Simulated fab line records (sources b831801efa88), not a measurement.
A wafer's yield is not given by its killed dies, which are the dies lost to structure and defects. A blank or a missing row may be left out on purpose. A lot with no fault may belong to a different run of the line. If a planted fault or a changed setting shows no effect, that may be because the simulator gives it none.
The tool behind it: which one? ; flow gf180mcu ; Sampling: 14 lots, 42 wafers, 4 of 602 route steps

WHAT EACH GAUGE READ, for each wafer
GF_V4_CD_MEAS_14: target cd 260 nm.
lot;measured;on;cd-nm (nm)
L450;day 24 17:50;cd-sem-02;257.5 258.9 258.5
L451;day 24 22:02;cd-sem-02;260.7 261.5 260.4
L453;day 25 13:04;cd-sem-02;259.6 258.0 258.6
L454;day 25 18:33;cd-sem-01;261.2 260.0 259.7
L455;day 26 06:20;cd-sem-01;259.5 259.1 259.7
L466;day 29 15:43;cd-sem-02;260.0 259.5 258.7
L467;day 30 03:12;cd-sem-01;261.5 262.4 260.9
L468;day 30 06:13;cd-sem-02;262.2 261.0 261.9
L469;day 30 13:49;cd-sem-02;257.8 258.1 258.7
L470;day 30 20:15;cd-sem-01;259.4 260.6 259.4
L471;day 31 02:58;cd-sem-02;260.7 261.2 260.8
L472;day 31 05:13;cd-sem-01;258.0 258.7 258.2

TOOL THAT RAN EACH LOT (tool first, then ch and the chambers of the sampled wafers, then the start)
lot;GF_VT_IMPLANT_EXPOSE_26;GF_V2_CVD_23;GF_M4_SPUTTER_01
L450;iline-stepper-02 ch 0, day 6 17:19;cvd-w-02 ch 0,1, day 20 15:22;pvd-sputter-01, day 22 18:51
L451;iline-stepper-02 ch 0, day 6 21:53;cvd-w-01 ch 0,1, day 20 20:37;pvd-sputter-02, day 22 23:42
L453;iline-stepper-02 ch 0, day 7 09:17;cvd-w-01 ch 0,1, day 21 13:50;pvd-sputter-01, day 23 15:57
L454;iline-stepper-02 ch 0, day 7 14:20;cvd-w-02 ch 0,1, day 21 20:37;pvd-sputter-01, day 23 22:53
L455;iline-stepper-01 ch 0, day 7 21:22;cvd-w-01 ch 0,1, day 22 08:34;pvd-sputter-02, day 24 09:35
L457;iline-stepper-02, day 8 13:20;-;-
L458;iline-stepper-02, day 8 15:16;-;-
L466;iline-stepper-02 ch 0, day 10 22:15;cvd-w-01 ch 0,1, day 26 01:49;pvd-sputter-04, day 27 23:27
L467;iline-stepper-02 ch 0, day 11 04:22;cvd-w-02 ch 0,1, day 26 15:46;pvd-sputter-02, day 28 11:32
L468;iline-stepper-01 ch 0, day 11 10:47;cvd-w-02 ch 0,1, day 26 18:37;pvd-sputter-02, day 28 15:13
L469;iline-stepper-02 ch 0, day 11 19:02;cvd-w-01 ch 0,1, day 27 03:14;pvd-sputter-01, day 28 23:05
L470;iline-stepper-02 ch 0, day 12 01:38;cvd-w-01 ch 0,1, day 27 10:08;pvd-sputter-02, day 29 05:58
L471;iline-stepper-02 ch 0, day 12 05:30;cvd-w-01 ch 0,1, day 27 18:21;pvd-sputter-04, day 29 12:32
L472;iline-stepper-02 ch 0, day 12 14:12;cvd-w-02 ch 0,1, day 27 20:31;pvd-sputter-04, day 29 15:28
- GF_VT_IMPLANT_EXPOSE_26: exposes mask LVPWELL HV AREA, target cd 860 nm.
- GF_V2_CVD_23: deposits W, target thk 350 nm, time 104.94 s.
- GF_M4_SPUTTER_01: material TiN, target thk 30 nm, time 25 s.

AS READ BY THE TOOLS THEMSELVES (means over the sampled wafers that have a number; for cases with no such wafer, the mark the record gives instead)
GF_VT_IMPLANT_EXPOSE_26.
lot;tool;exposure-dose-mJ-cm2;focus-offset-nm (nm)
L450;iline-stepper-02;140.02;0.0
L451;iline-stepper-02;139.95;0.3
L453;iline-stepper-02;140.11;0.4
L454;iline-stepper-02;140.06;0.1
L455;iline-stepper-01;140.10;0.3
L457;iline-stepper-02;-;-
L458;iline-stepper-02;-;-
L466;iline-stepper-02;139.98;0.3
L467;iline-stepper-02;140.02;0.2
L468;iline-stepper-01;140.09;-0.2
L469;iline-stepper-02;139.99;0.7
L470;iline-stepper-02;140.09;-0.2
L471;iline-stepper-02;140.02;0.0
L472;iline-stepper-02;140.01;-0.2

GF_V2_CVD_23.
lot;tool;heater-power-w (W)
L450;cvd-w-02;832
L451;cvd-w-01;780
L453;cvd-w-01;769
L454;cvd-w-02;842
L455;cvd-w-01;779
L466;cvd-w-01;780
L467;cvd-w-02;923
L468;cvd-w-02;831
L469;cvd-w-01;776
L470;cvd-w-01;778
L471;cvd-w-01;780
L472;cvd-w-02;840

GF_M4_SPUTTER_01.
lot;tool;throttle-valve-pct (%)
L450;pvd-sputter-01;30.1
L451;pvd-sputter-02;31.8
L453;pvd-sputter-01;29.3
L454;pvd-sputter-01;30.1
L455;pvd-sputter-02;30.2
L466;pvd-sputter-04;29.7
L467;pvd-sputter-02;30.5
L468;pvd-sputter-02;31.3
L469;pvd-sputter-01;30.7
L470;pvd-sputter-02;30.5
L471;pvd-sputter-04;30.4
L472;pvd-sputter-04;29.7

THE ANSWER, worked out from the rows above alone
Rule: the usual values come from the lots themselves. The widest of any qualifying gaps counts: lots, ordered by their means at a reading, are off when they make up no more than a third of the lots, leave a main group of 4 or more, and stand apart from it by 3 or more times the standard deviation of that group's means. Not used: any main group whose means are identical at the precision the tables above print for the reading. Also off: a lot with no number at a reading for which 4 or more lots have one. Where the step has rows for the other lots, those lots are counted as sound. After the gauges, taken in route order, come the tools' own readings; for these a lot's mean is taken, as printed above. The first step at which some lot is off is used, and at that step the reading that is off furthest; a lot without a number counts as furthest.
Off at GF_VT_IMPLANT_EXPOSE_26 (exposure-dose-mJ-cm2): L457, L458. Without a number there: L457, L458. Mean 140.04 and standard deviation 0.05 in the main group.
A tool fits if, at that step or a process step before it, it ran every lot that is off, and no sound lot after the first of them. None of those tried fits.

WHAT THE SIMULATOR HAD PUT IN
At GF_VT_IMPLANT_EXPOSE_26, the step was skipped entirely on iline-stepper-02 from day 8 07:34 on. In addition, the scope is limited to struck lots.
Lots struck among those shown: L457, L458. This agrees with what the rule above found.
